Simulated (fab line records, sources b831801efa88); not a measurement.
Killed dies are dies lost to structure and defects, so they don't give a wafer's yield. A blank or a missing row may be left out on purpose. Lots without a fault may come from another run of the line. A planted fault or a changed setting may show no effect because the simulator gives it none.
fab line records | flow gf180mcu
record lots=13 wafers=39 last_day=33
route steps=602 shown VT_IMPLANT@127 PSD@256
lots that met no fault: from a run of the same line without faults
start_h: hours from the record's first day to the start of the lot's first wafer shown | wait_h: hours since the lot's step before | " the same as in the row above | L1.1+2: a row that stands for several wafers | - no value, or no start given | * or withheld: withheld | < > ~ a bound
route shown NAME@n: a module of which the file shows steps, and the number in the route of the first | usual: mean/standard deviation of fault-free wafers | same: alike in all rows | chamber/n: place in a boat | sites: the reading at each site | _std_site: their standard deviation | _edge_site: outer sites' mean less inner sites' | radius_mm: how far each site lies from the wafer's centre | mask NAME#n: copy n | behind: the tool/chamber that last shaped the wafer | hold: why the lot was held/for how many hours/how that ended | device: the transistor (n, p or np) that didn't switch | end of line: the same wafers' tests at the end of the route | a step without rows: its recipe alone | killed: dies lost to structure and defects at the first sort, not the wafer's yield | map: a wafer's dies, x killed, . not, _ none there
set.NAME: the setting as run; set.NAME@STEP: as run at that earlier step | model.NAME: the simulator's own value behind a step, which no gauge read
steps of the route over a sample of lots; a table a step, a row a wafer
services: from which hour (start_h, from the record's first day; less than 0 if before it) a tool's chamber was out of use, for how many hours, and why
## steps
# step GF_VT_IMPLANT_EXPOSE_37
# recipe mask_id=Nwell_HV_AREA target_cd_nm=860 na=0.6 source_shape=conventional sigma_outer=0.6 dose_mj=140
# usual stage_vel_mm_s=499.99/0.22
# columns lot.wafer tool chamber start_h wait_h mask stage_vel_mm_s
L802.3 iline_stepper-02 0 148.23 - Nwell_HV_AREA#0 499.68
L802.4 " 0 " " Nwell_HV_AREA#0 499.79
L802.6 " 0 " " Nwell_HV_AREA#0 499.73
L803.2 iline_stepper-01 0 155.31 - Nwell_HV_AREA#0 500.20
L803.4 " 0 " " Nwell_HV_AREA#0 500.16
L803.5 " 0 " " Nwell_HV_AREA#0 500.09
L804.3 iline_stepper-02 0 160.11 - Nwell_HV_AREA#0 499.94
L804.5 " 0 " " Nwell_HV_AREA#0 500.33
L804.6 " 0 " " Nwell_HV_AREA#0 499.79
L805.1 iline_stepper-02 0 170.32 - Nwell_HV_AREA#0 500.13
L805.4 " 0 " " Nwell_HV_AREA#0 500.19
L805.5 " 0 " " Nwell_HV_AREA#0 500.56
L806.1 iline_stepper-01 0 174.12 - Nwell_HV_AREA#0 499.85
L806.3 " 0 " " Nwell_HV_AREA#0 500.00
L806.4 " 0 " " Nwell_HV_AREA#0 500.23
L807.2 iline_stepper-01 0 181.29 - Nwell_HV_AREA#0 500.36
L807.3 " 0 " " Nwell_HV_AREA#0 499.89
L807.5 " 0 " " Nwell_HV_AREA#0 499.70
L808.2 iline_stepper-02 0 188.58 - Nwell_HV_AREA#0 499.90
L808.4 " 0 " " Nwell_HV_AREA#0 499.82
L808.6 " 0 " " Nwell_HV_AREA#0 500.13
L810.2 iline_stepper-01 0 200.26 - Nwell_HV_AREA#0 500.54
L810.5 " 0 " " Nwell_HV_AREA#0 500.00
L810.6 " 0 " " Nwell_HV_AREA#0 500.01
L811.2 iline_stepper-01 0 212.41 - Nwell_HV_AREA#0 500.57
L811.3 " 0 " " Nwell_HV_AREA#0 500.00
L811.4 " 0 " " Nwell_HV_AREA#0 500.24
L813.1 iline_stepper-02 0 223.09 - Nwell_HV_AREA#0 500.15
L813.2 " 0 " " Nwell_HV_AREA#0 500.17
L813.6 " 0 " " Nwell_HV_AREA#0 499.41
L815.3 iline_stepper-01 0 235.18 - Nwell_HV_AREA#0 499.98
L815.4 " 0 " " Nwell_HV_AREA#0 499.89
L815.6 " 0 " " Nwell_HV_AREA#0 500.43
L818.1 iline_stepper-02 0 254.07 - Nwell_HV_AREA#0 499.80
L818.4 " 0 " " Nwell_HV_AREA#0 500.13
L818.5 " 0 " " Nwell_HV_AREA#0 499.95
L821.3 iline_stepper-01 0 274.11 - Nwell_HV_AREA#0 499.99
L821.4 " 0 " " Nwell_HV_AREA#0 500.18
L821.6 " 0 " " Nwell_HV_AREA#0 499.69
# step GF_VT_IMPLANT_OVL_MEAS_40
# usual VT_IMPLANT_03_OVL=0.2/1.4
# columns lot.wafer tool chamber start_h wait_h VT_IMPLANT_03_OVL[nm]
L802.3 overlay-02 - 156.13 0.1 1.3
L802.4 " - " " -0.6
L802.6 " - " " 0.8
L803.2 overlay-02 - 162.95 0.1 1.3
L803.4 " - " " 0.0
L803.5 " - " " -0.3
L804.3 overlay-02 - 168.36 0.1 0.5
L804.5 " - " " 0.6
L804.6 " - " " -0.2
L805.1 overlay-01 - 178.44 0.1 1.8
L805.4 " - " " 1.7
L805.5 " - " " 1.0
L806.1 overlay-02 - 181.79 0.1 1.1
L806.3 " - " " 1.9
L806.4 " - " " 1.1
L807.2 overlay-01 - 189.45 0.1 1.4
L807.3 " - " " 3.4
L807.5 " - " " 3.0
L808.2 overlay-02 - 196.27 0.1 0.7
L808.4 " - " " -0.1
L808.6 " - " " 2.2
L810.2 overlay-02 - 208.45 0.1 -0.1
L810.5 " - " " -1.4
L810.6 " - " " 0.1
L811.2 overlay-01 - 220.87 0.1 0.4
L811.3 " - " " 1.5
L811.4 " - " " 1.6
L813.1 overlay-01 - 230.92 0.1 115.7
L813.2 " - " " 116.8
L813.6 " - " " 116.2
L815.3 overlay-01 - 243.93 0.1 -0.8
L815.4 " - " " 0.6
L815.6 " - " " 0.6
L818.1 overlay-02 - 263.57 0.1 113.6
L818.4 " - " " 114.4
L818.5 " - " " 113.8
L821.3 overlay-02 - 284.01 0.1 0.0
L821.4 " - " " -0.2
L821.6 " - " " -2.1
# step GF_PSD_OVL_MEAS_08
# usual PSD_OVL=0.2/1.3
# columns lot.wafer tool chamber start_h wait_h PSD_OVL[nm]
L802.3 overlay-02 - 321.05 0.1 2.4
L802.4 " - " " 2.0
L802.6 " - " " -0.1
L803.2 overlay-01 - 330.13 0.1 -1.2
L803.4 " - " " -0.4
L803.5 " - " " -0.6
L804.3 overlay-02 - 332.09 0.1 -0.9
L804.5 " - " " -0.4
L804.6 " - " " -0.3
L805.1 overlay-01 - 347.22 0.1 0.0
L805.4 " - " " -0.6
L805.5 " - " " -1.3
L806.1 overlay-02 - 347.34 0.1 -2.4
L806.3 " - " " -0.7
L806.4 " - " " -0.3
L807.2 overlay-02 - 360.98 0.1 -0.7
L807.3 " - " " 3.6
L807.5 " - " " 1.4
L808.2 overlay-01 - 371.51 0.1 -0.6
L808.4 " - " " 0.8
L808.6 " - " " 1.6
L810.2 overlay-01 - 386.64 0.1 -0.1
L810.5 " - " " -1.5
L810.6 " - " " -0.2
L811.2 overlay-02 - 394.98 0.1 1.2
L811.3 " - " " 0.2
L811.4 " - " " 0.9
L813.1 overlay-01 - 408.56 0.1 2.0
L813.2 " - " " 3.7
L813.6 " - " " 1.6
L815.3 overlay-01 - 430.37 0.1 1.0
L815.4 " - " " 1.0
L815.6 " - " " 1.2
L818.1 overlay-02 - 448.61 0.1 -0.6
L818.4 " - " " -1.1
L818.5 " - " " -0.2
L821.3 overlay-01 - 481.28 0.1 2.2
L821.4 " - " " 3.8
L821.6 " - " " 2.0
## services
# columns tool chamber start_h hours kind
iline_stepper-02 - 138.34 1.7 pm
iline_stepper-02 - 208.95 4.4 pm
iline_stepper-02 - 255.38 11.1 repair
iline_stepper-01 - 267.38 2.1 pm
iline_stepper-01 - 269.47 - consumable_replace:lamp
## key
first_sign step=GF_VT_IMPLANT_OVL_MEAS_40 reading=VT_IMPLANT_03_OVL direction=up sigmas=85 usual=0.2 struck=115.1
effect none on later readings
met_at GF_VT_IMPLANT_EXPOSE_37
struck_lots L813,L818
tester_left_out L813,L818
not_acting_at GF_PSD_OVL_MEAS_08
onset_between 188.58 223.09
fault kind=scanner_matching_overlay tool=iline_stepper-02 chamber=- onset_h=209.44 steps=GF_VT_IMPLANT_EXPOSE_37 offset=115.54
# tester_left_out: of these lots the tester's yield and bins aren't shown, on N5 and GAA mostly nor the transistor test; their killed dies are dies lost to structure and defects alone, not to doping, threshold or leakage, so they don't give the yield
